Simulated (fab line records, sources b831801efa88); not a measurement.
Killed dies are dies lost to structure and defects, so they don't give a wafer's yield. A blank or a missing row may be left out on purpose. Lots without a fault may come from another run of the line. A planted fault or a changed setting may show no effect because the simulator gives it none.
One fault seen from 2 desks | flow gf180mcu | each desk has only its own numbers; what lay behind them comes last
Where a reading is given only as a bound, like >300, the bound stands for it, and a mean or a difference that rests on one is marked > or <: the true number lies beyond.

THE METROLOGY DESK
What the gauges read, lot by lot, whatever tool the lot ran on: means of the sampled wafers that have a number. A lot is out of limits, marked OUT, if its mean lies more than 4 standard deviations from the usual mean; the brackets give that distance.
Columns: A = PSD_OVL at GF_PSD_OVL_MEAS_08, usual 0.8 nm; B = CONTACT_OVL at GF_CONTACT_OVL_MEAS_15, usual 2 nm; C = M1_ALCU_RS at GF_M1_RS_MEAS_05, usual 0.0693 ohm/sq; D = M1_ALCU_THK at GF_M1_THK_MEAS_06, usual 441 nm
lot  | first seen here | A    | B  | C                        | D
L822 | day 14 10:43    | 2.2  | -8 | 0.0693                   | 436
L824 | day 15 02:04    | 1.0  | 8  | 0.0711                   | 434
L825 | day 15 06:01    | 0.9  | 4  | 0.0686                   | 448
L827 | day 15 19:22    | -1.3 | -1 | 0.0683                   | 448
L829 | day 16 15:04    | 0.2  | -2 | 0.0693                   | 437
L830 | day 17 02:28    | -1.2 | -2 | 0.0693                   | 446
L833 | day 17 23:49    | 2.9  | -0 | 7.0708 (+99 or more) OUT | <0 (<-86) OUT
L834 | day 18 07:04    | 0.8  | -1 | 7.1419 (+99 or more) OUT | <0 (<-86) OUT
L835 | day 18 17:37    | 1.1  | 8  | 7.1047 (+99 or more) OUT | <0 (<-86) OUT
L837 | day 19 10:58    | -0.2 | -8 | 0.0697                   | 441
L838 | day 19 21:06    | -0.4 | 0  | 0.0691                   | 444
L842 | day 21 03:43    | 0.9  | 9  | 0.0702                   | 433
L843 | day 21 14:25    | 0.8  | -3 | 0.0698                   | 435
L844 | day 21 19:27    | 0.6  | -1 | 0.0691                   | 444
L845 | day 22 03:16    | 0.3  | -8 | 0.0686                   | 448
This desk's finding: out of limits on L833, L834, L835; first on L833, day 20 03:19 (M1_ALCU_RS at GF_M1_RS_MEAS_05). In limits: L822, L824, L825, L827, L829, L830, L837, L838, L842, L843, L844, L845.

THE TOOL OWNER'S DESK: pvd_sputter-03
The tool's own readings at GF_M1_SPUTTER_02 (material AlCu, target thk 450 nm, time 23.9 s): means of the sampled wafers that have a number, for each lot that ran on this tool. A lot is out of limits, marked OUT, if its mean lies more than 4 standard deviations from the usual mean; the brackets give that distance.
Columns: A = cathode_dc_power_W at GF_M1_SPUTTER_02, usual 10600 W; B = chamber_pressure_pa at GF_M1_SPUTTER_02, usual 0.4001 Pa; C = throttle_valve_pct at GF_M1_SPUTTER_02, usual 30.1 %
lot  | first seen here | A     | B      | C
L822 | day 16 08:58    | 10601 | 0.3998 | 30.4
L825 | day 17 06:40    | 10600 | 0.4003 | 29.9
L827 | day 17 20:52    | 10600 | 0.4010 | 30.6
L829 | day 18 18:34    | 10600 | 0.4009 | 29.3
L843 | day 23 16:20    | 10600 | 0.4002 | 30.5
This desk's finding: nothing out of limits on any of the 5 lots.

PUT TOGETHER
The metrology desk could have raised an alarm at day 20 03:19, on L833, L834, L835.
The tool owner's desk saw nothing out of limits.
The tool owner's desk has no number on record for L833, L834, L835.
Of the lots named, all ran GF_M1_SPUTTER_02 on pvd_sputter-03.

WHAT THE SIMULATOR HAD PUT IN
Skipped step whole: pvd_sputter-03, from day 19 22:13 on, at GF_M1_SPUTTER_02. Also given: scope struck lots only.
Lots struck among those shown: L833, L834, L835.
Hours from the fault's start to each desk's first reading out of limits: the metrology desk, 5.
